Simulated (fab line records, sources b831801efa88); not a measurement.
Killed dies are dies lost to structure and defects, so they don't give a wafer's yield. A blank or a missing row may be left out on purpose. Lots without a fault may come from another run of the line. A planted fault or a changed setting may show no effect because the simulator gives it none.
A struck lot beside a sound one | flow sky130 | 15 steps out of a route of 708
Sound: wafers L994.2, L994.3, L994.4. Struck: wafers L100.2, L100.3, L100.5. The cause comes at the end.
At each step with rows: each side's tool, then ch and its chambers, then its first start. Under that, the readings that differ: sound wafers | struck wafers | difference of the means | sigmas: that difference in standard deviations of wafers without a fault.
alike: readings whose means differ by less than 2 such deviations, and words and numbers that are the same on both sides. not compared: withheld readings, readings that some wafer has no value for, bounds like >300 that may hide the same value, and numbers for which the record gives no deviation and whose values overlap.
The two part at a step that has a row with sigmas, a row that says differs or no value, or rows on one side only. Numbers that don't overlap but have no deviation are shown without sigmas and don't part them. A reading that every wafer of one side lacks parts them only if that side has two wafers or more.

SKY_PWDE_STRIP_09: strips in O2/N2.
  sound on plasma_asher-02 ch 0,1, day 6 05:15; struck on plasma_asher-03 ch 0,1, day 7 15:21
  alike: drypump_motor_current_A, oes_product_au, strip_time_to_endpoint_s
  not compared: rf_hours_counter_h
SKY_PWDE_TW_MEAS_10:
  sound on film_metro-02, day 6 05:22; struck on film_metro-02, day 7 15:28
  alike: PWDE_TW
then, 7 steps without rows for these wafers: SKY_NWELL_DEHYDRATE_03 (time 60 s); SKY_NWELL_HMDS_04 (prime time 60 s); SKY_NWELL_COAT_05 (resist thk 3000 nm); SKY_NWELL_SOFTBAKE_06; SKY_NWELL_EXPOSE_07 (exposes mask NWM, target cd 840 nm); SKY_NWELL_PEB_08; SKY_NWELL_DEVELOP_09 (develop time 60 s).
SKY_NWELL_OVL_MEAS_10:
  sound on overlay-01, day 6 23:43; struck on overlay-02, day 8 11:43
  alike: NWELL_00_OVL
then, 2 steps without rows for these wafers: SKY_NWELL_IMPLANT_11; SKY_NWELL_IMPLANT_12.
SKY_NWELL_IMPLANT_13:
  sound on implanter-04 ch 0, day 7 00:05; struck on implanter-04 ch 0, day 8 12:05
  reading            | sound                        | struck                        | difference | sigmas
  dose_ions_cm2      | 6.992e+11 6.993e+11 6.99e+11 | 6.081e+11 6.074e+11 6.072e+11 | -9.160e+10 | -99 or more
  faraday_current_uA | 3.97 3.95 3.80               | 3.47 3.49 3.42                | -0.45      | -6
SKY_NWELL_STRIP_14: strips in O2/N2.
  sound on plasma_asher-03 ch 0,1, day 7 00:12; struck on plasma_asher-03 ch 0, day 8 12:12
  reading                      | sound             | struck            | difference | sigmas
  strip_time_to_endpoint_s (s) | 36.82 36.67 36.69 | 37.09 37.05 36.99 | +0.32      | +3
  alike: drypump_motor_current_A, oes_product_au
  not compared: rf_hours_counter_h
-- the record jumps here: 41 days lie between the struck wafers' starts before and after (it left off in module NWELL and takes up again in module PAD_OPEN, whose first step shown is number 708 of the route) --
SKY_PAD_OPEN_PROBE_99:
  sound on prober-02, day 48 14:40; struck on prober-02, day 49 16:34
  reading                                   | sound                   | struck                  | difference | sigmas
  model.etest.pfet_g5v0d10v5.off_log10_a_um | -12.97 -12.66 -12.64    | -12.24 -12.13 -12.08    | +0.61      |
  model.etest.pfet_01v8_lvt.off_log10_a_um  | -9.389 -9.38 -9.459     | -8.678 -8.681 -8.694    | +0.725     |
  model.etest.pfet_g5v0d10v5.vt_sat_v (V)   | -0.6564 -0.653 -0.6506  | -0.6103 -0.6005 -0.589  | +0.0534    |
  model.etest.pfet_16v.vt_v (V)             | -1.113 -1.113 -1.112    | -1.073 -1.061 -1.058    | +0.049     |
  model.etest.pfet_g5v0d10v5.vt_v (V)       | -0.8481 -0.8335 -0.8438 | -0.8126 -0.7948 -0.7919 | +0.0420    |
  model.etest.pfet_g5v0d10v5.vt_long_v (V)  | -0.947 -0.9384 -0.9429  | -0.909 -0.8976 -0.8936  | +0.043     |
  model.etest.pfet_01v8_lvt.vt_sat_v (V)    | -0.4807 -0.4843 -0.4783 | -0.4375 -0.4386 -0.4348 | +0.0441    |
  model.etest.pfet_01v8_lvt.vt_v (V)        | -0.5668 -0.5632 -0.5642 | -0.5331 -0.5298 -0.5277 | +0.0345    |
  alike: killed_at_M0_to_M3, killed_at_M4_up, killed_at_contacts, killed_at_front_end, killed_at_other, killed_dies, killed_open, killed_short

WHERE THEY PART
First at SKY_NWELL_IMPLANT_13; last, within this record, at SKY_NWELL_STRIP_14. Later steps at which nothing parts them and some readings are alike: SKY_PAD_OPEN_PROBE_99.

WHY: what the simulator had put in
Process parameter drift: implanter-04, from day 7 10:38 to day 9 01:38, at SKY_NWELL_IMPLANT_13. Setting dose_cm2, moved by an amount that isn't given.
